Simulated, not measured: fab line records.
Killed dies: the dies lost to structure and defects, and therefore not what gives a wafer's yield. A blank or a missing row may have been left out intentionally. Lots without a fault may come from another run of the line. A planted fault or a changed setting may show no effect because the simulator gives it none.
The tool behind it: which one? :: flow gf180mcu :: 7 lots, 21 wafers sampled, at 3 steps of a route of 602

## WHAT EACH GAUGE READ, for each wafer
GF_M1_RS_MEAS_05: uses a four-point probe to measure.
lot: L694
measured: day 17 23:43
on: film_metro-03
M1_ALCU_RS (ohm/sq): 0.0704 0.0700 0.0700

lot: L699
measured: day 19 03:28
on: film_metro-04
M1_ALCU_RS (ohm/sq): 0.0706 0.0703 0.0696

lot: L703
measured: day 20 20:28
on: film_metro-02
M1_ALCU_RS (ohm/sq): 0.0689 0.0693 0.0683

lot: L705
measured: day 21 07:33
on: film_metro-04
M1_ALCU_RS (ohm/sq): 0.0695 0.0695 0.0695

lot: L707
measured: day 22 05:40
on: film_metro-03
M1_ALCU_RS (ohm/sq): 0.0693 0.0693 0.0691

lot: L712
measured: day 23 10:53
on: film_metro-03
M1_ALCU_RS (ohm/sq): 0.0709 0.0697 0.0702

lot: L714
measured: day 23 17:55
on: film_metro-03
M1_ALCU_RS (ohm/sq): 0.0692 0.0702 0.0692

## WHAT TOOL EACH LOT RAN ON (gives the tool, then ch and the chambers of the sampled wafers, and finally the start)
lot: L694
GF_CONTACT_SPUTTER_23: pvd_sputter-01, day 17 22:52
GF_CONTACT_CMP_27: cmp-01 ch 1,2,3, day 17 23:17

lot: L699
GF_CONTACT_SPUTTER_23: pvd_sputter-02, day 19 02:28
GF_CONTACT_CMP_27: cmp-01 ch 0,1,2, day 19 03:06

lot: L703
GF_CONTACT_SPUTTER_23: pvd_sputter-02, day 20 19:37
GF_CONTACT_CMP_27: cmp-01 ch 0,2,3, day 20 19:56

lot: L705
GF_CONTACT_SPUTTER_23: pvd_sputter-01, day 21 06:43
GF_CONTACT_CMP_27: cmp-02 ch 0,1, day 21 07:02

lot: L707
GF_CONTACT_SPUTTER_23: pvd_sputter-01, day 22 04:46
GF_CONTACT_CMP_27: cmp-02 ch 1,2,3, day 22 05:11

lot: L712
GF_CONTACT_SPUTTER_23: pvd_sputter-01, day 23 10:01
GF_CONTACT_CMP_27: cmp-02 ch 1,2,3, day 23 10:26

lot: L714
GF_CONTACT_SPUTTER_23: pvd_sputter-01, day 23 17:02
GF_CONTACT_CMP_27: cmp-01 ch 1,2,3, day 23 17:29
- GF_CONTACT_SPUTTER_23: material TiN, target thk 10 nm, time 40 s.
- GF_CONTACT_CMP_27: polishes, stops on SiO2, t overpolish 15 s, target thk 0 nm.

## THE ANSWER, worked out from the rows above alone
Rule: the lots themselves supply what counts as usual. Put in order of their means at a reading, lots are off if they are a third of the lots or fewer, leave a main group of 4 or more, and stand apart from it by a gap of 3 or more times the standard deviation of the main group's means; of several such gaps the widest counts. Not used: any main group whose means are identical at the precision the tables above print for the reading. A lot without any number at a reading at which 4 lots or more have one is off too. All remaining lots with rows at the step are treated as sound.
Nothing can be told from this: no lot is off at any reading shown.

## WHAT THE SIMULATOR HAD PUT IN
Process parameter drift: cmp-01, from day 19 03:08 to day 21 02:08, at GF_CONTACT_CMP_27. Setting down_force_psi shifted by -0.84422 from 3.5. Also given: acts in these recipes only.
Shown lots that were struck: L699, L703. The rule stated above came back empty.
